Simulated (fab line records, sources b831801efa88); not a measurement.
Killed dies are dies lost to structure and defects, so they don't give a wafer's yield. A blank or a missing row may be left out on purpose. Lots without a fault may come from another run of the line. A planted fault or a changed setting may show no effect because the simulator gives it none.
fab line records | flow gf180mcu
record lots=5 wafers=15 last_day=34
route steps=602 shown V2@407 M3@409 V3@429
lots that met no fault: from a run of the same line without faults
start_h: hours from the record's first day to the start of the lot's first wafer shown | wait_h: hours since the lot's step before | " the same as in the row above | L1.1+2: a row that stands for several wafers | - no value, or no start given | * or withheld: withheld | < > ~ a bound
route shown NAME@n: a module of which the file shows steps, and the number in the route of the first | usual: mean/standard deviation of fault-free wafers | same: alike in all rows | chamber/n: place in a boat | sites: the reading at each site | _std_site: their standard deviation | _edge_site: outer sites' mean less inner sites' | radius_mm: how far each site lies from the wafer's centre | mask NAME#n: copy n | behind: the tool/chamber that last shaped the wafer | hold: why the lot was held/for how many hours/how that ended | device: the transistor (n, p or np) that didn't switch | end of line: the same wafers' tests at the end of the route | a step without rows: its recipe alone | killed: dies lost to structure and defects at the first sort, not the wafer's yield | map: a wafer's dies, x killed, . not, _ none there
set.NAME: the setting as run; set.NAME@STEP: as run at that earlier step | model.NAME: the simulator's own value behind a step, which no gauge read
lots at some steps of the route; a table a step, a row a wafer
services: from which hour (start_h, from the record's first day; less than 0 if before it) a tool's chamber was out of use, for how many hours, and why
## steps
# step GF_V2_THK_MEAS_25
# recipe thk_meas_gauge=xrf reads=W_of_V2_CVD_23
# usual V2_W_THK=343/4.9
# columns lot.wafer tool chamber start_h wait_h V2_W_THK[nm]
L075.2 film_metro-01 - 464.61 0.1 336
L075.3 " - " " 342
L075.5 " - " " 335
L079.3 film_metro-01 - 508.53 0.1 337
L079.4 " - " " 338
L079.6 " - " " 336
L093.2 film_metro-04 - 622.30 0.1 342
L093.3 " - " " 338
L093.5 " - " " 335
L095.2 film_metro-01 - 637.75 0.1 339
L095.4 " - " " 340
L095.5 " - " " 344
L096.1 film_metro-03 - 645.77 0.1 346
L096.3 " - " " 348
L096.6 " - " " 343
# step GF_V2_CMP_26
# recipe stop_on=SiO2 down_force_psi=3.5 platen_rpm=60 t_overpolish_s=15 target_thk_nm=0 pad_velocity_m_s=0.94248
# usual motor_current_A=10.8/0.94 overpolish_run_s=15.000/0.0089 retaining_ring_pressure_frac=1.000/0.0048 slurry_flow_ml_min=150.0/0.46 time_to_endpoint_s=84/3.3
# columns lot.wafer tool chamber start_h wait_h motor_current_A overpolish_run_s retaining_ring_pressure_frac slurry_flow_ml_min time_to_endpoint_s
L075.3 cmp-01 3 464.76 0.1 12.2 14.985 0.996 150.3 86
L075.2 " 0 " " 10.4 15.013 0.998 150.0 84
L075.5 " 1 " " 12.4 14.986 0.989 150.6 83
L079.4 cmp-02 3 508.57 0.0 9.8 14.995 0.992 149.9 82
L079.3 " 1 " " 9.7 15.012 1.000 149.7 81
L079.6 " 3 " " 9.8 14.998 1.003 149.6 83
L093.2 cmp-01 3 622.35 0.0 11.5 15.002 1.007 150.2 85
L093.3 " 2 " " 10.7 15.009 0.994 149.9 84
L093.5 " 3 " " 11.5 15.012 1.000 150.4 85
L095.4 cmp-02 0 637.90 0.1 9.3 14.990 0.994 150.3 88
L095.2 " 1 " " 9.5 14.995 0.999 149.2 80
L095.5 " 3 " " 9.7 15.003 1.006 150.2 88
L096.1 cmp-01 3 645.83 0.1 11.5 15.003 0.998 149.2 80
L096.3 " 2 " " 10.9 15.000 0.999 149.5 82
L096.6 " 0 " " 10.9 14.982 1.001 149.7 82
# step GF_M3_SPUTTER_00
# recipe material=Ti target_thk_nm=37.5 arriving_ion_energy_ev=80 substrate_temp_c=200 chamber_pressure_pa=2 power_w=4000 time_s=150
# usual throttle_valve_pct=29.5/0.66
# columns lot.wafer tool chamber start_h wait_h throttle_valve_pct
L075.2 pvd_sputter-03 - 464.96 0.1 29.5
L075.3 " - " " 29.1
L075.5 " - " " 29.1
L079.3 pvd_sputter-03 - 508.87 0.1 29.4
L079.4 " - " " 28.8
L079.6 " - " " 29.1
L093.2 pvd_sputter-02 - 622.65 0.2 29.0
L093.3 " - " " 30.1
L093.5 " - " " 30.5
L095.2 pvd_sputter-04 - 638.10 0.1 29.3
L095.4 " - " " 30.5
L095.5 " - " " 30.6
L096.1 pvd_sputter-03 - 646.13 0.2 29.3
L096.3 " - " " 29.5
L096.6 " - " " 28.9
# step GF_M3_SPUTTER_01
# recipe material=TiN target_thk_nm=30 power_w=6500 time_s=25 chamber_pressure_pa=0.4
# usual throttle_valve_pct=29.5/0.65
# columns lot.wafer tool chamber start_h wait_h throttle_valve_pct
L075.2 pvd_sputter-03 - 465.06 0.1 29.4
L075.3 " - " " 29.0
L075.5 " - " " 29.2
L079.3 pvd_sputter-03 - 508.97 0.1 29.4
L079.4 " - " " 28.7
L079.6 " - " " 29.1
L093.2 pvd_sputter-02 - 622.75 0.1 29.2
L093.3 " - " " 29.8
L093.5 " - " " 30.0
L095.2 pvd_sputter-04 - 638.20 0.1 29.4
L095.4 " - " " 30.6
L095.5 " - " " 30.4
L096.1 pvd_sputter-03 - 646.23 0.1 28.8
L096.3 " - " " 29.4
L096.6 " - " " 29.2
# step GF_M3_SPUTTER_02
# recipe material=AlCu target_thk_nm=450 power_w=10600 time_s=23.9 chamber_pressure_pa=0.4
# usual throttle_valve_pct=29.5/0.64
# columns lot.wafer tool chamber start_h wait_h throttle_valve_pct
L075.2 pvd_sputter-03 - 465.09 0.0 29.6
L075.3 " - " " 29.1
L075.5 " - " " 29.0
L079.3 pvd_sputter-03 - 509.00 0.0 29.4
L079.4 " - " " 29.3
L079.6 " - " " 29.0
L093.2 pvd_sputter-02 - 622.78 0.0 29.3
L093.3 " - " " 30.2
L093.5 " - " " 29.8
L095.2 pvd_sputter-04 - 638.23 0.0 29.4
L095.4 " - " " 30.7
L095.5 " - " " 30.6
L096.1 pvd_sputter-03 - 646.26 0.0 29.2
L096.3 " - " " 29.4
L096.6 " - " " 29.3
# step GF_M3_SPUTTER_03
# recipe material=Ti target_thk_nm=10 substrate_temp_c=300 chamber_pressure_pa=0.3 power_w=3000 time_s=6.7
# usual throttle_valve_pct=29.6/0.64
# columns lot.wafer tool chamber start_h wait_h throttle_valve_pct
L075.2 pvd_sputter-03 - 465.12 0.0 29.5
L075.3 " - " " 28.9
L075.5 " - " " 29.2
L079.3 pvd_sputter-03 - 509.03 0.0 29.4
L079.4 " - " " 29.1
L079.6 " - " " 29.3
L093.2 pvd_sputter-02 - 622.81 0.0 29.1
L093.3 " - " " 30.3
L093.5 " - " " 30.1
L095.2 pvd_sputter-04 - 638.26 0.0 29.3
L095.4 " - " " 30.8
L095.5 " - " " 30.1
L096.1 pvd_sputter-03 - 646.29 0.0 29.0
L096.3 " - " " 29.5
L096.6 " - " " 29.3
# step GF_M3_SPUTTER_04
# recipe material=TiN target_thk_nm=50 power_w=6500 time_s=41.7 chamber_pressure_pa=0.4
# usual throttle_valve_pct=29.5/0.63
# columns lot.wafer tool chamber start_h wait_h throttle_valve_pct
L075.2 pvd_sputter-03 - 465.14 0.0 29.6
L075.3 " - " " 28.7
L075.5 " - " " 28.9
L079.3 pvd_sputter-03 - 509.05 0.0 29.6
L079.4 " - " " 28.9
L079.6 " - " " 29.3
L093.2 pvd_sputter-02 - 622.84 0.0 29.1
L093.3 " - " " 29.8
L093.5 " - " " 30.1
L095.2 pvd_sputter-04 - 638.28 0.0 29.7
L095.4 " - " " 30.4
L095.5 " - " " 30.7
L096.1 pvd_sputter-03 - 646.31 0.0 29.2
L096.3 " - " " 29.4
L096.6 " - " " 29.2
# step GF_M3_RS_MEAS_05
# recipe thk_meas_gauge=four-point-probe reads=TiN_of_M3_SPUTTER_04+Ti_of_M3_SPUTTER_03+AlCu_of_M3_SPUTTER_02+TiN_of_M3_SPUTTER_01+Ti_of_M3_SPUTTER_00
# usual M3_ALCU_RS=0.0699/0.00093
# columns lot.wafer tool chamber start_h wait_h M3_ALCU_RS[ohm/sq]
L075.2 film_metro-02 - 465.20 0.0 0.0706
L075.3 " - " " 0.0708
L075.5 " - " " 0.0705
L079.3 film_metro-02 - 509.13 0.1 0.0707
L079.4 " - " " 0.0704
L079.6 " - " " 0.0696
L093.2 film_metro-02 - 622.89 0.0 0.0697
L093.3 " - " " 0.0699
L093.5 " - " " 0.0697
L095.2 film_metro-01 - 638.34 0.0 0.0691
L095.4 " - " " 0.0696
L095.5 " - " " 0.0700
L096.1 film_metro-01 - 646.35 0.0 0.0683
L096.3 " - " " 0.0690
L096.6 " - " " 0.0685
# step GF_M3_THK_MEAS_06
# recipe thk_meas_gauge=xrf reads=AlCu_of_M3_SPUTTER_02
# usual M3_ALCU_THK=451/6.2
# columns lot.wafer tool chamber start_h wait_h M3_ALCU_THK[nm]
L075.2 film_metro-02 - 465.31 0.1 447
L075.3 " - " " 445
L075.5 " - " " 446
L079.3 film_metro-02 - 509.23 0.1 448
L079.4 " - " " 451
L079.6 " - " " 452
L093.2 film_metro-02 - 623.00 0.1 450
L093.3 " - " " 454
L093.5 " - " " 454
L095.2 film_metro-01 - 638.45 0.1 457
L095.4 " - " " 449
L095.5 " - " " 451
L096.1 film_metro-01 - 646.47 0.1 463
L096.3 " - " " 456
L096.6 " - " " 461
# step GF_M3_DEHYDRATE_07
# recipe temp_c=200 time_s=60
# columns lot.wafer tool chamber start_h wait_h
L075.2+3+5 litho_track-04 0 476.64 11.3
L079.3+4+6 litho_track-04 0 519.72 10.5
L093.2+3+5 litho_track-01 0 632.54 9.5
L095.2+4+5 litho_track-03 0 647.89 9.4
L096.1+3+6 litho_track-01 0 655.41 8.9
# step GF_M3_HMDS_08
# recipe prime_time_s=60 prime_temp_c=120
# same prime_time_s=60
# columns lot.wafer tool chamber start_h wait_h
L075.2+3+5 litho_track-04 0 476.79 0.1
L079.3+4+6 litho_track-04 0 519.87 0.1
L093.2+3+5 litho_track-01 0 632.69 0.1
L095.2+4+5 litho_track-03 0 648.04 0.1
L096.1+3+6 litho_track-01 0 655.56 0.1
# step GF_M3_COAT_09
# recipe resist=KrF spin_rpm=withheld resist_thk_nm=1000
# columns lot.wafer tool chamber start_h wait_h
L075.2+3+5 litho_track-04 0 476.94 0.1
L079.3+4+6 litho_track-04 0 520.02 0.1
L093.2+3+5 litho_track-01 0 632.84 0.1
L095.2+4+5 litho_track-03 0 648.19 0.1
L096.1+3+6 litho_track-01 0 655.71 0.1
# step GF_M3_SOFTBAKE_10
# recipe temp_c=130 time_s=60 resist=KrF
# columns lot.wafer tool chamber start_h wait_h
L075.2+3+5 litho_track-04 0 477.09 0.1
L079.3+4+6 litho_track-04 0 520.17 0.1
L093.2+3+5 litho_track-01 0 632.99 0.1
L095.2+4+5 litho_track-03 0 648.34 0.1
L096.1+3+6 litho_track-01 0 655.86 0.1
# step GF_M3_EXPOSE_11
# recipe mask_id=Metal3 target_cd_nm=280 na=0.68 source_shape=conventional sigma_outer=0.6 dose_mj=28
# columns lot.wafer tool chamber start_h wait_h mask
L075.2+3+5 krf_scanner-02 0 - - Metal3#0
L079.3+4+6 krf_scanner-02 0 - - Metal3#0
L093.2+3+5 krf_scanner-02 0 - - Metal3#0
L095.2+4+5 krf_scanner-01 0 - - Metal3#0
L096.1+3+6 krf_scanner-01 0 - - Metal3#0
# step GF_M3_PEB_12
# recipe peb_temp_c=135 peb_time_s=90 resist=KrF
# columns lot.wafer tool chamber start_h wait_h
L075.2+3+5 litho_track-04 0 - -
L079.3+4+6 litho_track-01 0 - -
L093.2+3+5 litho_track-01 0 - -
L095.2+4+5 litho_track-01 0 - -
L096.1+3+6 litho_track-04 0 - -
# step GF_M3_DEVELOP_13
# recipe develop_time_s=60 dev_temp_c=21
# columns lot.wafer tool chamber start_h wait_h
L075.2+3+5 litho_track-04 0 488.54 0.2
L079.3+4+6 litho_track-01 0 531.81 0.1
L093.2+3+5 litho_track-01 0 642.49 0.2
L095.2+4+5 litho_track-01 0 657.59 0.2
L096.1+3+6 litho_track-04 0 665.22 0.2
# step GF_M3_CD_MEAS_14
# recipe target_cd_nm=280
# usual cd_nm=280.4/1
# columns lot.wafer tool chamber start_h wait_h cd_nm
L075.2 cd_sem-01 - 488.69 0.1 280.9
L075.3 " - " " 279.2
L075.5 " - " " 279.7
L079.3 cd_sem-01 - 531.95 0.1 280.6
L079.4 " - " " 280.2
L079.6 " - " " 280.0
L093.2 cd_sem-02 - 642.63 0.1 281.6
L093.3 " - " " 280.1
L093.5 " - " " 279.9
L095.2 cd_sem-02 - 657.73 0.1 280.8
L095.4 " - " " 279.0
L095.5 " - " " 280.6
L096.1 cd_sem-01 - 665.37 0.1 279.0
L096.3 " - " " 279.7
L096.6 " - " " 279.3
# step GF_M3_OVL_MEAS_15
# usual M3_OVL=-1/5.3
# columns lot.wafer tool chamber start_h wait_h M3_OVL[nm]
L075.2 overlay-02 - 488.79 0.1 -6
L075.3 " - " " -6
L075.5 " - " " -4
L079.3 overlay-02 - 532.04 0.1 3
L079.4 " - " " 5
L079.6 " - " " -4
L093.2 overlay-01 - 642.74 0.1 4
L093.3 " - " " 8
L093.5 " - " " 8
L095.2 overlay-02 - 657.84 0.1 1
L095.4 " - " " -10
L095.5 " - " " -4
L096.1 overlay-01 - 665.49 0.1 -9
L096.3 " - " " -9
L096.6 " - " " -3
# step GF_M3_METAL_ETCH_16
# recipe chemistry=Cl2/BCl3 mask_material=KrF target_depth_nm=750.8 stop_on=SiO2 pressure_mtorr=8 icp_w=800 bias_w=140 Cl2_flow_sccm=80 bcl3_flow_sccm=40 time_s=125.1
# usual drypump_motor_current_A=5.5/0.67 oes_product_au=0.985/0.0093 throttle_valve_pct=28.237/0.014
# columns lot.wafer tool chamber start_h wait_h drypump_motor_current_A oes_product_au rf_hours_counter_h throttle_valve_pct
L075.2 rie_metal-03 0 488.82 0.0 4.8 0.973 2 28.246
L075.3 " 1 " " 5.9 0.990 - 28.227
L075.5 " 0 " " 4.8 0.978 - 28.242
L079.3 rie_metal-03 0 532.11 0.1 4.8 0.959 - 28.257
L079.4 " 1 " " 5.9 0.975 - 28.248
L079.6 " 0 " " 4.8 0.962 - 28.283
L093.2 rie_metal-01 0 642.77 0.0 6.6 0.987 13 28.230
L093.3 " 0 " " 6.6 0.981 - 28.234
L093.5 " 0 " " 6.6 0.986 - 28.230
L095.2 rie_metal-04 0 657.87 0.0 4.6 0.995 13 28.222
L095.4 " 1 " " 5.8 0.994 - 28.243
L095.5 " 1 " " 5.8 0.991 - 28.232
L096.1 rie_metal-03 0 665.52 0.0 4.8 0.971 7 28.272
L096.3 " 1 " " 5.9 0.980 - 28.238
L096.6 " 0 " " 4.7 0.974 - 28.258
# step GF_M3_STRIP_17
# recipe chemistry=O2/N2 power_w=1400 pressure_mtorr=1500 platen_temp_c=250 o2_flow_sccm=3000 n2_flow_sccm=300 overash_fraction=0.5
# usual drypump_motor_current_A=5.2/0.41 heater_power_w=359/31 n2_flow_sccm=300.1/0.9 oes_product_au=0.539/0.0058 strip_time_to_endpoint_s=7.42/0.075
# columns lot.wafer tool chamber start_h wait_h drypump_motor_current_A heater_power_w n2_flow_sccm oes_product_au rf_hours_counter_h strip_time_to_endpoint_s
L075.2 plasma_asher-03 1 488.95 0.1 4.9 328 299.8 0.547 85 7.58
L075.3 " 1 " " 4.9 323 300.8 0.539 - 7.45
L075.5 " 1 " " 4.9 325 299.2 0.543 - 7.53
L079.3 plasma_asher-01 1 532.23 0.1 5.4 378 298.8 0.544 - 7.52
L079.4 " 0 " " 5.2 321 300.0 0.544 - 7.47
L079.6 " 1 " " 5.4 365 297.1 0.544 - 7.55
L093.2 plasma_asher-01 0 642.90 0.1 5.2 332 300.0 0.546 52 7.41
L093.3 " 0 " " 5.2 312 300.7 0.532 - 7.40
L093.5 " 1 " " 5.4 360 300.1 0.543 - 7.41
L095.2 plasma_asher-03 0 658.00 0.1 4.7 364 299.8 0.541 103 7.32
L095.4 " 1 " " 4.9 325 299.9 0.532 - 7.41
L095.5 " 1 " " 4.9 324 299.1 0.540 - 7.42
L096.1 plasma_asher-03 0 665.65 0.1 4.7 356 300.2 0.548 104 7.54
L096.3 " 0 " " 4.8 366 301.4 0.537 - 7.43
L096.6 " 1 " " 4.9 322 298.9 0.546 - 7.51
# step GF_M3_STRIP_18
# recipe chemistry=post_etch_residue_remover time_s=1200 temp_c=72.5
# columns lot.wafer tool chamber start_h wait_h
L075.2+3+5 wet_bench-03 2 489.05 0.1
L079.3+4+6 wet_bench-04 3 532.30 0.0
L093.2+3+5 wet_bench-04 2 643.00 0.1
L095.2+4+5 wet_bench-02 1 658.10 0.1
L096.1+3+6 wet_bench-02 0 665.75 0.1
# step GF_M3_CLEAN_19
# recipe chemistry=DIW dry=n2_spin
# columns lot.wafer tool chamber start_h wait_h
L075.2+3+5 wet_bench-02 3 489.39 0.0
L079.3+4+6 wet_bench-03 2 532.64 0.0
L093.2+3+5 wet_bench-02 0 643.34 0.0
L095.2+4+5 wet_bench-03 3 658.47 0.0
L096.1+3+6 wet_bench-03 3 666.09 0.0
# step GF_V3_CVD_00
# recipe material=SiO2 target_thk_nm=600 sigma_open_frac=0.3 temp_c=400 time_s=100 sih4_flow_sccm=60 pressure_mtorr=6
# usual susceptor_temp_C=399.96/0.22
# columns lot.wafer tool chamber start_h wait_h susceptor_temp_C
L075.2 hdpcvd-02 0 489.49 0.0 399.92
L075.3 " 2 " " 400.19
L075.5 " 1 " " 399.83
L079.3 hdpcvd-02 1 532.73 0.0 399.92
L079.4 " 2 " " 399.91
L079.6 " 0 " " 400.20
L093.2 hdpcvd-02 1 643.43 0.0 399.66
L093.3 " 0 " " 400.04
L093.5 " 2 " " 399.72
L095.2 hdpcvd-01 0 658.56 0.0 400.00
L095.4 " 0 " " 399.98
L095.5 " 1 " " 400.33
L096.1 hdpcvd-01 1 666.18 0.0 399.89
L096.3 " 0 " " 399.99
L096.6 " 2 " " 399.73
# step GF_V3_THK_MEAS_01
# recipe reads=SiO2_of_V3_CVD_00
# usual V3_CVD_00_THK=599/8.2
# columns lot.wafer tool chamber start_h wait_h V3_CVD_00_THK[nm]
L075.2 film_metro-03 - 489.58 0.0 603
L075.3 " - " " 623
L075.5 " - " " 607
L079.3 film_metro-02 - 532.82 0.1 598
L079.4 " - " " 606
L079.6 " - " " 590
L093.2 film_metro-04 - 643.51 0.0 598
L093.3 " - " " 586
L093.5 " - " " 606
L095.2 film_metro-03 - 658.64 0.0 602
L095.4 " - " " 599
L095.5 " - " " 602
L096.1 film_metro-02 - 666.26 0.0 601
L096.3 " - " " 602
L096.6 " - " " 602
# step GF_V3_CVD_02
# recipe material=SiO2 target_thk_nm=850 precursor=TEOS temp_c=400 time_s=94.851 rf_w=600
# usual heater_power_w=656/97 susceptor_temp_C=400.01/0.21
# columns lot.wafer tool chamber start_h wait_h heater_power_w susceptor_temp_C
L075.2 pecvd-04 2 489.63 0.0 509 399.71
L075.3 " 1 " " 734 400.11
L075.5 " 2 " " 541 399.73
L079.3 pecvd-03 1 532.86 0.0 687 399.88
L079.4 " 0 " " 570 399.95
L079.6 " 2 " " 693 400.11
L093.2 pecvd-03 1 643.56 0.0 674 399.93
L093.3 " 0 " " 515 399.77
L093.5 " 2 " " 728 399.91
L095.2 pecvd-04 2 658.69 0.0 538 399.97
L095.4 " 1 " " 734 400.34
L095.5 " 2 " " 417 400.37
L096.1 pecvd-04 1 666.32 0.1 685 400.03
L096.3 " 0 " " 781 400.23
L096.6 " 1 " " 738 400.04
# step GF_V3_THK_MEAS_03
# recipe reads=SiO2_of_V3_CVD_02
# usual V3_CVD_02_THK=846/12
# columns lot.wafer tool chamber start_h wait_h V3_CVD_02_THK[nm]
L075.2 film_metro-02 - 489.71 0.0 843
L075.3 " - " " 842
L075.5 " - " " 857
L079.3 film_metro-03 - 532.95 0.1 847
L079.4 " - " " 854
L079.6 " - " " 858
L093.2 film_metro-02 - 643.64 0.0 833
L093.3 " - " " 838
L093.5 " - " " 845
L095.2 film_metro-02 - 658.77 0.0 838
L095.4 " - " " 842
L095.5 " - " " 859
L096.1 film_metro-04 - 666.39 0.0 841
L096.3 " - " " 824
L096.6 " - " " 860
# step GF_V3_CMP_04
# recipe material=SiO2 down_force_psi=4 platen_rpm=60 pad_velocity_m_s=0.94248
# usual motor_current_A=11.4/1.1 retaining_ring_pressure_frac=1.001/0.0052 slurry_flow_ml_min=149.9/0.43 time_to_endpoint_s=78/5.4
# columns lot.wafer tool chamber start_h wait_h motor_current_A retaining_ring_pressure_frac slurry_flow_ml_min time_to_endpoint_s
L075.3 cmp-02 0 489.86 0.1 9.7 1.004 150.3 84
L075.2 " 1 " " 10.9 1.008 150.0 75
L075.5 " 3 " " 10.7 1.005 149.8 83
L079.4 cmp-02 3 533.04 0.1 11.5 1.004 149.5 81
L079.3 " 1 " " 10.2 0.997 149.6 78
L079.6 " 3 " " 11.1 1.007 150.1 84
L093.3 cmp-02 1 643.75 0.1 10.6 0.995 149.2 69
L093.2 " 2 " " 13.0 1.005 149.9 65
L093.5 " 1 " " 10.2 1.006 149.9 71
L095.4 cmp-02 1 658.82 0.0 10.2 1.000 150.4 76
L095.2 " 2 " " 12.6 0.997 150.0 72
L095.5 " 1 " " 10.5 1.003 149.8 82
L096.1 cmp-02 2 666.50 0.1 12.9 0.992 149.4 73
L096.3 " 0 " " 10.1 0.996 149.7 72
L096.6 " 1 " " 10.6 0.991 150.0 83
# step GF_V3_BOW_MEAS_05
# recipe mode=bow
# usual V3_BOW=117/8.5
# columns lot.wafer tool chamber start_h wait_h V3_BOW[um]
L075.2 film_metro-04 - 490.08 0.1 125
L075.3 " - " " 115
L075.5 " - " " 131
L079.3 film_metro-02 - 533.33 0.1 115
L079.4 " - " " 112
L079.6 " - " " 116
L093.2 film_metro-02 - 644.02 0.2 115
L093.3 " - " " 114
L093.5 " - " " 112
L095.2 film_metro-02 - 659.14 0.2 127
L095.4 " - " " 121
L095.5 " - " " 127
L096.1 film_metro-02 - 666.75 0.2 119
L096.3 " - " " 112
L096.6 " - " " 119
# step GF_V3_DEHYDRATE_06
# recipe temp_c=200 time_s=60
# columns lot.wafer tool chamber start_h wait_h
L075.2+3+5 litho_track-01 0 501.39 11.3
L079.3+4+6 litho_track-01 0 544.41 11.1
L093.2+3+5 litho_track-01 0 653.29 9.2
L095.2+4+5 litho_track-04 0 668.44 9.3
L096.1+3+6 litho_track-01 0 675.36 8.6
# step GF_V3_HMDS_07
# recipe prime_time_s=60 prime_temp_c=120
# same prime_time_s=60
# columns lot.wafer tool chamber start_h wait_h
L075.2+3+5 litho_track-01 0 501.54 0.1
L079.3+4+6 litho_track-01 0 544.56 0.1
L093.2+3+5 litho_track-01 0 653.44 0.1
L095.2+4+5 litho_track-04 0 668.59 0.1
L096.1+3+6 litho_track-01 0 675.51 0.1
# step GF_V3_COAT_08
# recipe resist=BARC temp_c=withheld time_s=withheld spin_rpm=withheld resist_thk_nm=withheld
# columns lot.wafer tool chamber start_h wait_h
L075.2+3+5 litho_track-01 0 501.69 0.1
L079.3+4+6 litho_track-01 0 544.71 0.1
L093.2+3+5 litho_track-01 0 653.59 0.1
L095.2+4+5 litho_track-04 0 668.74 0.1
L096.1+3+6 litho_track-01 0 675.66 0.1
# step GF_V3_COAT_09
# recipe resist=KrF spin_rpm=withheld resist_thk_nm=1000
# columns lot.wafer tool chamber start_h wait_h
L075.2+3+5 litho_track-01 0 - -
L079.3+4+6 litho_track-01 0 - -
L093.2+3+5 litho_track-01 0 - -
L095.2+4+5 litho_track-04 0 - -
L096.1+3+6 litho_track-01 0 - -
# step GF_V3_SOFTBAKE_10
# recipe temp_c=130 time_s=60 resist=KrF
# columns lot.wafer tool chamber start_h wait_h
L075.2+3+5 litho_track-01 0 - -
L079.3+4+6 litho_track-01 0 - -
L093.2+3+5 litho_track-01 0 - -
L095.2+4+5 litho_track-04 0 - -
L096.1+3+6 litho_track-01 0 - -
# step GF_V3_EXPOSE_11
# recipe mask_id=Via3 target_cd_nm=260 na=0.68 source_shape=conventional sigma_outer=0.6 dose_mj=38
# columns lot.wafer tool chamber start_h wait_h mask
L075.2+3+5 krf_scanner-02 0 - - Via3#0
L079.3+4+6 krf_scanner-02 0 - - Via3#0
L093.2+3+5 krf_scanner-02 0 - - Via3#0
L095.2+4+5 krf_scanner-01 0 - - Via3#0
L096.1+3+6 krf_scanner-01 0 - - Via3#0
# step GF_V3_PEB_12
# recipe peb_temp_c=135 peb_time_s=90 resist=KrF
# columns lot.wafer tool chamber start_h wait_h
L075.2+3+5 litho_track-01 0 - -
L079.3+4+6 litho_track-01 0 - -
L093.2+3+5 litho_track-04 0 - -
L095.2+4+5 litho_track-04 0 - -
L096.1+3+6 litho_track-04 0 - -
# step GF_V3_DEVELOP_13
# recipe develop_time_s=60 resist=KrF dev_temp_c=21
# columns lot.wafer tool chamber start_h wait_h
L075.2+3+5 litho_track-01 0 513.74 0.2
L079.3+4+6 litho_track-01 0 556.26 0.1
L093.2+3+5 litho_track-04 0 663.34 0.2
L095.2+4+5 litho_track-04 0 678.14 0.2
L096.1+3+6 litho_track-04 0 685.36 0.2
# step GF_V3_CD_MEAS_14
# recipe target_cd_nm=260
# usual cd_nm=259.7/1.2
# columns lot.wafer tool chamber start_h wait_h cd_nm
L075.2 cd_sem-01 - 513.88 0.1 257.4
L075.3 " - " " 256.6
L075.5 " - " " 257.5
L079.3 cd_sem-01 - 556.40 0.1 259.0
L079.4 " - " " 260.3
L079.6 " - " " 259.5
L093.2 cd_sem-01 - 663.49 0.1 261.0
L093.3 " - " " 260.8
L093.5 " - " " 261.5
L095.2 cd_sem-01 - 678.29 0.1 259.5
L095.4 " - " " 258.8
L095.5 " - " " 260.7
L096.1 cd_sem-01 - 685.51 0.1 257.4
L096.3 " - " " 258.8
L096.6 " - " " 257.5
# step GF_V3_OVL_MEAS_15
# usual V3_OVL=-1/5.4
# columns lot.wafer tool chamber start_h wait_h V3_OVL[nm]
L075.2 overlay-02 - 513.99 0.1 0
L075.3 " - " " 5
L075.5 " - " " 1
L079.3 overlay-02 - 556.49 0.1 -11
L079.4 " - " " -2
L079.6 " - " " 2
L093.2 overlay-01 - 663.59 0.1 -11
L093.3 " - " " 3
L093.5 " - " " -4
L095.2 overlay-01 - 678.39 0.1 -5
L095.4 " - " " -4
L095.5 " - " " -3
L096.1 overlay-01 - 685.63 0.1 1
L096.3 " - " " -1
L096.6 " - " " 4
# step GF_V3_ETCH_16
# recipe chemistry=N2/H2 target_depth_a=withheld overetch_a=withheld time_s=withheld target=BARC ion_energy_ev=200 source_w=500 bias_w=100 pressure_mtorr=30 n2_flow_sccm=100 h2_flow_sccm=200
# usual drypump_motor_current_A=5.6/0.57 n2_flow_sccm=99.99/0.28 oes_product_au=0.856/0.0048 throttle_valve_pct=13.225/0.0098
# columns lot.wafer tool chamber start_h wait_h drypump_motor_current_A n2_flow_sccm oes_product_au throttle_valve_pct
L075.2 rie_diel-03 1 514.02 0.0 5.6 99.86 0.854 13.221
L075.3 " 3 " " 5.4 100.33 0.847 13.208
L075.5 " 1 " " 5.6 100.10 0.853 13.235
L079.3 rie_diel-01 3 556.52 0.0 6.1 99.66 0.852 13.223
L079.4 " 0 " " 6.0 99.47 0.857 13.231
L079.6 " 1 " " 6.5 99.80 0.852 13.210
L093.2 rie_diel-03 1 663.62 0.0 5.6 99.69 0.861 13.228
L093.3 " 3 " " 5.4 99.76 0.863 13.235
L093.5 " 1 " " 5.6 99.59 0.856 13.217
L095.2 rie_diel-04 3 678.42 0.0 5.3 99.81 0.857 13.220
L095.4 " 1 " " 4.6 99.86 0.854 13.230
L095.5 " 1 " " 4.6 100.06 0.855 13.235
L096.1 rie_diel-03 3 685.67 0.0 5.4 100.04 0.863 13.210
L096.3 " 2 " " 5.6 100.19 0.859 13.221
L096.6 " 2 " " 5.6 100.13 0.855 13.236
# step GF_V3_ETCH_17
# recipe chemistry=C4F8/O2/Ar mask_material=KrF target=SiO2 stop_on=TiN source_w=1500 bias_w=1200 pressure_mtorr=40 c4f8_flow_sccm=withheld O2_flow_sccm=6 Ar_flow_sccm=300 time_s=withheld target_depth_a=6350
# usual oes_product_au=0.856/0.0045
# columns lot.wafer tool chamber start_h wait_h oes_product_au
L075.2 rie_diel-03 1 - - 0.860
L075.3 " 3 " " 0.856
L075.5 " 1 " " 0.848
L079.3 rie_diel-01 3 - - 0.853
L079.4 " 0 " " 0.859
L079.6 " 1 " " 0.852
L093.2 rie_diel-03 1 - - 0.853
L093.3 " 3 " " 0.855
L093.5 " 1 " " 0.861
L095.2 rie_diel-04 3 - - 0.856
L095.4 " 1 " " 0.849
L095.5 " 1 " " 0.857
L096.1 rie_diel-03 3 - - 0.849
L096.3 " 2 " " 0.849
L096.6 " 2 " " 0.863
## services
# columns tool chamber start_h hours kind
wet_bench-02 - 441.03 2.7 repair
krf_scanner-01 - 464.63 1.0 pm
rie_diel-03 0 472.03 61.6 repair
krf_scanner-02 - 479.19 13.1 repair
cmp-02 - 482.21 1.7 repair
cmp-02 - 496.09 1.9 repair
rie_diel-03 2 506.62 1.4 repair
krf_scanner-02 - 515.61 1.0 repair
krf_scanner-01 - 516.57 0.8 pm
pvd_sputter-03 - 521.86 11.9 repair
krf_scanner-02 - 530.04 0.7 repair
pvd_sputter-04 - 530.52 1.8 repair
rie_diel-03 2 531.34 27.6 repair
krf_scanner-02 - 539.56 0.8 pm
krf_scanner-02 - 548.64 1.0 pm
krf_scanner-02 - 556.31 4.4 pm
rie_diel-03 1 570.79 4.8 repair
cmp-02 - 572.08 4.0 pm
krf_scanner-02 - 583.94 1.3 pm
cmp-02 - 586.19 1.1 repair
pvd_sputter-02 - 597.95 0.5 repair
krf_scanner-02 - 657.16 0.3 repair
pvd_sputter-04 - 667.77 1.9 repair
pvd_sputter-04 - 683.56 6.2 repair
## key
fault none
